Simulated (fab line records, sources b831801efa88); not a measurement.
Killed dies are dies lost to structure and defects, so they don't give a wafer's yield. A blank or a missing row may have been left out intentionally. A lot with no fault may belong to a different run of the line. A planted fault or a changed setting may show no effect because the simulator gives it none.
Struck lot and sound lot, side by side ; flow gf180mcu ; 19 out of 602 route steps
Sound: the wafers L200.1, L200.2, L200.4. Struck: wafers L208.2, L208.5, L208.6. The cause is named last.
At each step with rows: each side's tool, then ch and its chambers, then its first start. Under that, the readings that differ: sound wafers ; struck wafers ; difference of the means ; sigmas: that difference in standard deviations of wafers without a fault.
alike: readings with means less than 2 such deviations apart, plus words and numbers identical on both sides. not compared: withheld readings, readings lacking a value on some wafer, bounds such as >300 that could conceal the same value, and numbers that have no deviation in the record and whose values overlap.
Wherever a step has rows on one side only, a row that says differs or no value, or a row with sigmas, the two part there. Numbers that have no deviation but don't overlap get no sigmas and don't part them. A reading that every wafer of one side lacks parts them only if that side has two wafers or more.

first, 2 steps without rows for these wafers: GF_VT_IMPLANT_PEB_05; GF_VT_IMPLANT_DEVELOP_06 (develop time 60 s).
GF_VT_IMPLANT_OVL_MEAS_07:
  sound on overlay-02, day 6 10:43; struck on overlay-01, day 8 12:35
  alike: VT_IMPLANT_OVL
then, 1 step without rows for these wafers: GF_VT_IMPLANT_IMPLANT_08.
GF_VT_IMPLANT_STRIP_09: strips in O2/N2.
  sound on plasma asher-01 ch 0,1, day 6 10:55; struck on plasma asher-04 ch 0,1, day 8 12:46
reading;sound;struck;difference;sigmas
strip time to endpoint s (s);12.69 12.67 12.66;12.61 12.59 12.60;-0.07;-2
  alike: drypump motor current A, heater power w, oes product au
  not compared: rf hours counter h
GF_VT_IMPLANT_TW_MEAS_10:
  sound on film metro-02, day 6 11:01; struck on film metro-04, day 8 12:53
  alike: VT_IMPLANT_TW
then, 6 steps without rows for these wafers: GF_VT_IMPLANT_DEHYDRATE_11 (time 60 s); GF_VT_IMPLANT_HMDS_12 (prime time 60 s); GF_VT_IMPLANT_COAT_13 (resist thk 1000 nm); GF_VT_IMPLANT_SOFTBAKE_14 (time 60 s); GF_VT_IMPLANT_EXPOSE_15 (exposes mask Nwell LV AREA, target cd 860 nm); GF_VT_IMPLANT_PEB_16.
GF_VT_IMPLANT_DEVELOP_17: develop time 60 s.
  sound on litho track-02 ch 0, day 7 02:01; struck on litho track-04 ch 0, day 9 05:57
GF_VT_IMPLANT_OVL_MEAS_18:
  sound on overlay-02, day 7 02:10; struck on overlay-02, day 9 06:05
reading;sound;struck;difference;sigmas
VT_IMPLANT_01_OVL (nm);-1.4 -2.0 -1.0;- - -;no value on the struck wafers;
then, 1 step without rows for these wafers: GF_VT_IMPLANT_IMPLANT_19.
GF_VT_IMPLANT_STRIP_20: strips in O2/N2.
  sound on plasma asher-04 ch 0,1, day 7 02:22; struck on plasma asher-03 ch 0,1, day 9 06:16
  alike: drypump motor current A, heater power w, oes product au, strip time to endpoint s
  not compared: rf hours counter h
GF_VT_IMPLANT_TW_MEAS_21:
  sound on film metro-02, day 7 02:28; struck on film metro-03, day 9 06:23
reading;sound;struck;difference;sigmas
VT_IMPLANT_2_TW;1208 1211 1219;31 31 31;-1182;-79
then, 1 step without rows for these wafers: GF_VT_IMPLANT_DEHYDRATE_22 (time 60 s).
-- the record jumps here: 23 days lie between the struck wafers' starts before and after (it left off in module VT_IMPLANT and takes up again in module PASSIVATION, whose first step shown is number 602 of the route) --
GF_PASSIVATION_PROBE_99:
  only the struck wafers here have rows in the record (prober-02, day 32 16:05); the sound ones have none

## WHERE THEY PART
Earliest at GF_VT_IMPLANT_STRIP_09; latest, in this record, at GF_PASSIVATION_PROBE_99.

WHY: what had been put in by the simulator
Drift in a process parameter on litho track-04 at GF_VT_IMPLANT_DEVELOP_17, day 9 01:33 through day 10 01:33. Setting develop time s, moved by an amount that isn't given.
